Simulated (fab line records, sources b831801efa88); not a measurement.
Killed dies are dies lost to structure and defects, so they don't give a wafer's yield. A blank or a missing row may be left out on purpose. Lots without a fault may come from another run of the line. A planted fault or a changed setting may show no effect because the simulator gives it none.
Chamber matching | flow gf180mcu | GF_V2_CMP_04 on cmp-01: 4 sister chambers
The step polishes SiO2. 4 wafers are shown with their chamber, then 12 later ones without.

WAFERS WITH THEIR CHAMBER
wafer  | chamber | motor_current_A (A)
L089.3 | 1       | 15.6
L090.1 | 2       | 12.4
L090.2 | 0       | 12.7
L090.3 | 3       | 14.1

WAFERS WITHOUT THEIR CHAMBER
wafer  | motor_current_A (A)
L092.4 | 15.8
L092.5 | 11.8
L092.6 | 15.9
L093.1 | 13.7
L093.2 | 12.8
L093.3 | 11.7
L096.2 | 11.6
L096.4 | 15.5
L096.6 | 12.1
L097.1 | 13.9
L097.5 | 16.8
L097.6 | 12.1

WHICH CHAMBER EACH WENT THROUGH
wafer  | from the rows above          | in truth
L092.4 | 1                            | 1
L092.5 | can't be placed: 2 or 0      | 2
L092.6 | 1                            | 1
L093.1 | can't be placed: 3 or 0 or 2 | 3
L093.2 | can't be placed: 0 or 2      | 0
L093.3 | can't be placed: 2 or 0      | 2
L096.2 | can't be placed: 2 or 0      | 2
L096.4 | 1                            | 1
L096.6 | can't be placed: 2 or 0      | 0
L097.1 | can't be placed: 3 or 0      | 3
L097.5 | 1                            | 1
L097.6 | can't be placed: 2 or 0      | 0
Placed correctly: 4 of 12. Can't be placed from these rows: 8 (the true chamber is among the candidates in 8). Placed wrongly: 0.
How it was worked out, from the rows above alone: a wafer's distance from a chamber is the root of the sum, over the readings, of the square of ((its reading less the chamber's mean) divided by the reading's scatter). The wafer belongs to the nearest chamber; if the next one is less than 2 further off, it can't be placed. A chamber's mean is the mean of its shown wafers. The scatter: with one shown wafer a chamber, the root of the mean of the squares of how far each hidden wafer lies from its nearest shown one.
